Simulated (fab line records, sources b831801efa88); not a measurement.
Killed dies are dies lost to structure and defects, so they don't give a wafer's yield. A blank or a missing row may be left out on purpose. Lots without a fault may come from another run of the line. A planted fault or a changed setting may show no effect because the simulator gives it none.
Which tool did it? | flow gf180mcu | 12 lots, 36 wafers sampled, at 7 steps of a route of 602

WHAT THE GAUGES READ, wafer by wafer
GF_HV_LDD_OVL_MEAS_47.
lot  | measured     | on         | HV_LDD_03_OVL (nm)
L232 | day 14 01:14 | overlay-01 | -3.0 -3.6 -3.5
L233 | day 14 08:26 | overlay-01 | -0.8 -1.8 -2.4
L234 | day 14 15:08 | overlay-02 | -3.3 -1.7 -0.3
L235 | day 15 00:50 | overlay-02 | -0.1 -1.9 0.8
L236 | day 15 11:08 | overlay-01 | -1.2 -2.9 -1.8
L239 | day 16 11:23 | overlay-01 | 2.0 2.0 1.0
L244 | day 18 08:23 | overlay-01 | 0.0 -0.8 0.0
L245 | day 18 11:27 | overlay-01 | 1.2 0.1 1.2
L246 | day 18 19:12 | overlay-01 | -0.5 -1.5 -2.6
L247 | day 18 23:44 | overlay-02 | -3.2 -2.7 -2.3
L248 | day 19 10:54 | overlay-01 | -2.2 -2.5 -0.6
L249 | day 19 19:30 | overlay-02 | -2.6 0.3 1.8

GF_PSD_TW_MEAS_11.
lot  | measured     | on            | PSD_TW
L232 | day 16 01:07 | film_metro-04 | 3204 3209 3200
L233 | day 16 09:25 | film_metro-02 | 3163 3168 3166
L234 | day 16 15:30 | film_metro-03 | 3223 3236 3239
L235 | day 17 02:14 | film_metro-02 | 3353 3357 3350
L236 | day 17 12:34 | film_metro-02 | 3345 3356 3333
L239 | day 18 14:41 | film_metro-02 | 3147 3155 3156
L244 | day 20 12:22 | film_metro-04 | 3196 3198 3202
L245 | day 20 15:38 | film_metro-04 | 3182 3203 3173
L246 | day 20 23:29 | film_metro-02 | 3136 3151 3158
L247 | day 21 03:34 | film_metro-04 | 3209 3182 3195
L248 | day 21 14:10 | film_metro-04 | 3191 3198 3197
L249 | day 21 22:53 | film_metro-02 | 3153 3156 3150

GF_PSD_RS_MEAS_15: measures by four-point-probe.
lot  | measured     | on            | PSD_RS (ohm/sq)
L232 | day 16 01:26 | film_metro-03 | 107.40 107.29 107.11
L233 | day 16 09:44 | film_metro-02 | 107.68 107.65 107.39
L234 | day 16 15:50 | film_metro-02 | 107.27 107.75 107.48
L235 | day 17 02:34 | film_metro-04 | 102.17 102.31 102.31
L236 | day 17 12:54 | film_metro-04 | 102.61 102.58 102.47
L239 | day 18 15:00 | film_metro-02 | 107.77 107.75 107.90
L244 | day 20 12:44 | film_metro-02 | 107.99 107.82 107.59
L245 | day 20 15:57 | film_metro-04 | 107.57 108.00 107.56
L246 | day 20 23:49 | film_metro-02 | 107.94 107.54 108.01
L247 | day 21 03:53 | film_metro-02 | 107.89 107.54 107.76
L248 | day 21 14:29 | film_metro-02 | 107.34 107.38 107.73
L249 | day 21 23:12 | film_metro-04 | 107.99 108.17 107.95

GF_SAB_OVL_MEAS_10.
lot  | measured     | on         | SAB_OVL (nm)
L232 | day 17 00:02 | overlay-01 | 0.9 1.8 0.0
L233 | day 17 08:30 | overlay-02 | 1.1 -0.9 0.1
L234 | day 17 15:20 | overlay-01 | 1.4 1.8 1.6
L235 | day 18 02:01 | overlay-02 | 1.6 0.8 1.9
L236 | day 18 12:21 | overlay-01 | 2.6 2.1 1.4
L239 | day 19 15:17 | overlay-02 | -2.4 -0.5 -1.6
L244 | day 21 12:52 | overlay-01 | -0.9 -0.6 0.1
L245 | day 21 16:24 | overlay-02 | -0.1 -0.4 0.8
L246 | day 21 23:15 | overlay-02 | -0.5 -0.4 -1.2
L247 | day 22 03:49 | overlay-01 | 0.1 -1.6 0.6
L248 | day 22 13:50 | overlay-01 | -2.2 0.1 -0.5
L249 | day 22 22:06 | overlay-01 | 0.4 2.4 0.8

WHICH TOOL RAN EACH LOT (tool, then ch and the chambers of the sampled wafers, then the start)
lot  | GF_PSD_IMPLANT_09               | GF_PSD_STRIP_10                      | GF_PSD_RTA_13
L232 | implanter-01 ch 0, day 16 00:52 | plasma_asher-03 ch 0,1, day 16 01:01 | rtp_anneal-02 ch 0, day 16 01:14
L233 | implanter-03 ch 0, day 16 09:10 | plasma_asher-04 ch 0,1, day 16 09:19 | rtp_anneal-02 ch 0, day 16 09:32
L234 | implanter-01 ch 0, day 16 15:17 | plasma_asher-02 ch 0,1, day 16 15:25 | rtp_anneal-02 ch 0, day 16 15:37
L235 | implanter-01 ch 0, day 17 02:01 | plasma_asher-02 ch 0,1, day 17 02:09 | rtp_anneal-01 ch 0, day 17 02:21
L236 | implanter-01 ch 0, day 17 12:20 | plasma_asher-03 ch 0,1, day 17 12:28 | rtp_anneal-02 ch 0, day 17 12:41
L239 | implanter-04 ch 0, day 18 14:26 | plasma_asher-04 ch 0,1, day 18 14:35 | rtp_anneal-02 ch 0, day 18 14:47
L244 | implanter-04 ch 0, day 20 12:07 | plasma_asher-03 ch 0,1, day 20 12:16 | rtp_anneal-01 ch 0, day 20 12:31
L245 | implanter-04 ch 0, day 20 15:23 | plasma_asher-04 ch 0,1, day 20 15:32 | rtp_anneal-02 ch 0, day 20 15:44
L246 | implanter-03 ch 0, day 20 23:16 | plasma_asher-04 ch 0,1, day 20 23:23 | rtp_anneal-01 ch 0, day 20 23:37
L247 | implanter-04 ch 0, day 21 03:19 | plasma_asher-04 ch 0,1, day 21 03:28 | rtp_anneal-02 ch 0, day 21 03:41
L248 | implanter-01 ch 0, day 21 13:55 | plasma_asher-04 ch 0,1, day 21 14:04 | rtp_anneal-01 ch 0, day 21 14:16
L249 | implanter-03 ch 0, day 21 22:38 | plasma_asher-02 ch 0,1, day 21 22:47 | rtp_anneal-01 ch 0, day 21 22:59
- GF_PSD_IMPLANT_09
- GF_PSD_STRIP_10: strips in O2/N2.
- GF_PSD_RTA_13: time 20 s.

WHAT THE TOOLS THEMSELVES READ (means of the sampled wafers that have a number; where no wafer has one, the mark that the record gives instead)
GF_PSD_IMPLANT_09.
lot  | tool         | beam_on_s (s) | end_station_pressure_torr (Torr) | faraday_current_uA
L232 | implanter-01 | 10.01         | 1.24e-05                         | 8625
L233 | implanter-03 | 9.88          | 1.22e-05                         | 8729
L234 | implanter-01 | 10.03         | 1.25e-05                         | 8612
L235 | implanter-01 | 13.54         | 1.03e-04                         | 6632
L236 | implanter-01 | 13.49         | 1.04e-04                         | 6633
L239 | implanter-04 | 9.90          | 1.24e-05                         | 8716
L244 | implanter-04 | 9.93          | 1.22e-05                         | 8723
L245 | implanter-04 | 9.98          | 1.15e-05                         | 8669
L246 | implanter-03 | 10.21         | 1.27e-05                         | 8470
L247 | implanter-04 | 10.16         | 1.21e-05                         | 8519
L248 | implanter-01 | 9.92          | 1.26e-05                         | 8709
L249 | implanter-03 | 10.04         | 1.14e-05                         | 8629

GF_PSD_STRIP_10.
lot  | tool            | drypump_motor_current_A (A) | heater_power_w (W) | oes_product_au (a.u.) | strip_time_to_endpoint_s (s)
L232 | plasma_asher-03 | 6.0                         | 294                | 0.588                 | 16.71
L233 | plasma_asher-04 | 4.9                         | 296                | 0.587                 | 16.68
L234 | plasma_asher-02 | 6.0                         | 279                | 0.592                 | 16.70
L235 | plasma_asher-02 | 5.4                         | 291                | 0.571                 | 17.74
L236 | plasma_asher-03 | 5.8                         | 302                | 0.566                 | 17.75
L239 | plasma_asher-04 | 5.0                         | 277                | 0.587                 | 16.65
L244 | plasma_asher-03 | 5.9                         | 299                | 0.588                 | 16.69
L245 | plasma_asher-04 | 4.8                         | 300                | 0.590                 | 16.65
L246 | plasma_asher-04 | 5.0                         | 273                | 0.586                 | 16.64
L247 | plasma_asher-04 | 5.0                         | 281                | 0.589                 | 16.62
L248 | plasma_asher-04 | 5.0                         | 273                | 0.584                 | 16.70
L249 | plasma_asher-02 | 5.4                         | 291                | 0.590                 | 16.71

GF_PSD_RTA_13.
lot  | tool          | lamp_power_pct (%) | wafer_temp_C_max
L232 | rtp_anneal-02 | 35.7               | 1028.1
L233 | rtp_anneal-02 | 35.7               | 1027.7
L234 | rtp_anneal-02 | 35.7               | 1027.4
L235 | rtp_anneal-01 | 37.8               | 1028.2
L236 | rtp_anneal-02 | 35.7               | 1029.4
L239 | rtp_anneal-02 | 35.7               | 1027.4
L244 | rtp_anneal-01 | 37.8               | 1028.5
L245 | rtp_anneal-02 | 35.7               | 1028.6
L246 | rtp_anneal-01 | 37.8               | 1029.8
L247 | rtp_anneal-02 | 35.7               | 1029.1
L248 | rtp_anneal-01 | 37.8               | 1028.8
L249 | rtp_anneal-01 | 37.8               | 1028.9

THE ANSWER, worked out from the rows above alone
Rule: what is usual is taken from the lots themselves. Put in order of their means at a reading, lots are off if they are a third of the lots or fewer, leave a main group of 4 or more, and stand apart from it by a gap of 3 or more times the standard deviation of the main group's means; of several such gaps the widest counts. A main group whose means are all the same, to the digits that the tables above print for the reading, isn't used. A lot without any number at a reading at which 4 lots or more have one is off too. The other lots that the step has rows for count as sound. The gauges are gone through in route order, then the tools' own readings, and for those a lot's mean is taken as printed above. The first step at which some lot is off is used, and at that step the reading that is off furthest; a lot without a number counts as furthest.
Off: L235, L236, at GF_PSD_TW_MEAS_11 (PSD_TW). The main group: mean 3183, standard deviation 26.
A tool fits if, at a process step before that reading, it ran every lot that is off, and no sound lot after the first of them. The gauges at GF_PSD_TW_MEAS_11 aren't tried: what is off there is off at GF_PSD_RS_MEAS_15 too, on other tools, and a gauge's error can't cause that. None of those tried fits.

WHAT THE SIMULATOR HAD PUT IN
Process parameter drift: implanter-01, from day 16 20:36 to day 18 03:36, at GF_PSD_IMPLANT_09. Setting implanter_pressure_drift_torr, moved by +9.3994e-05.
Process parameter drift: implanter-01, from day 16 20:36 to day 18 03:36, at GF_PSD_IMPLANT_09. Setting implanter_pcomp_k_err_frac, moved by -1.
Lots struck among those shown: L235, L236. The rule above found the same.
